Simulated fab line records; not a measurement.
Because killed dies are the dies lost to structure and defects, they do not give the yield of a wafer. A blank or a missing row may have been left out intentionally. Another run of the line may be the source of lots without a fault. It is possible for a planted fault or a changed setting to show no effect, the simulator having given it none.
Chamber matching | flow gf180mcu | GF_V3_CMP_26 on cmp-01 has 4 sister chambers
The step polishes, stops on SiO2, t overpolish 15 s, target thk 0 nm. 8 wafers are shown with their chamber, then 11 later ones without.

## WAFERS PAIRED WITH THEIR CHAMBERS
wafer  | chamber | motor_current_A (A) | time_to_endpoint_s (s)
L087.1 | 2       | 10.7                | 81
L088.2 | 1       | 12.4                | 81
L088.5 | 2       | 10.6                | 82
L089.3 | 1       | 11.8                | 78
L090.2 | 3       | 10.2                | 81
L090.5 | 3       | 9.7                 | 80
L090.6 | 0       | 9.9                 | 86
L093.3 | 0       | 9.9                 | 86

## WAFERS WITH NO CHAMBER GIVEN
wafer  | motor_current_A (A) | time_to_endpoint_s (s)
L093.5 | 9.8                 | 88
L093.6 | 12.3                | 83
L094.1 | 10.2                | 80
L094.2 | 10.8                | 83
L094.6 | 12.1                | 82
L096.2 | 10.9                | 81
L096.3 | 8.8                 | 83
L096.4 | 10.2                | 78
L097.1 | 9.8                 | 75
L097.5 | 12.4                | 78
L097.6 | 10.7                | 75

## CHAMBER TAKEN BY EACH
wafer  | from the rows above          | in truth
L093.5 | 0                            | 0
L093.6 | 1                            | 1
L094.1 | can't be placed: 3 or 2      | 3
L094.2 | 2                            | 2
L094.6 | 1                            | 1
L096.2 | 2                            | 2
L096.3 | can't be placed: 3 or 0      | 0
L096.4 | can't be placed: 3 or 2      | 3
L097.1 | can't be placed: 3 or 2      | 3
L097.5 | 1                            | 1
L097.6 | can't be placed: 3 or 2 or 1 | 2
6 of 11 placed correctly. Unplaceable from these rows: 5, with the true chamber sitting among the candidates in 5. 0 placed wrongly.
How it was worked out, from the rows above alone: a wafer's distance from a chamber is the root of the sum, over the readings, of the square of ((its reading less the chamber's mean) divided by the reading's scatter). The wafer belongs to the nearest chamber; if the next one is less than 2 further off, it can't be placed. For every chamber, the mean is computed from those of its wafers that are shown. The scatter is the square root of a quotient: the sum, over the shown wafers, of each reading's squared deviation from its chamber's mean, divided by wafers minus chambers.
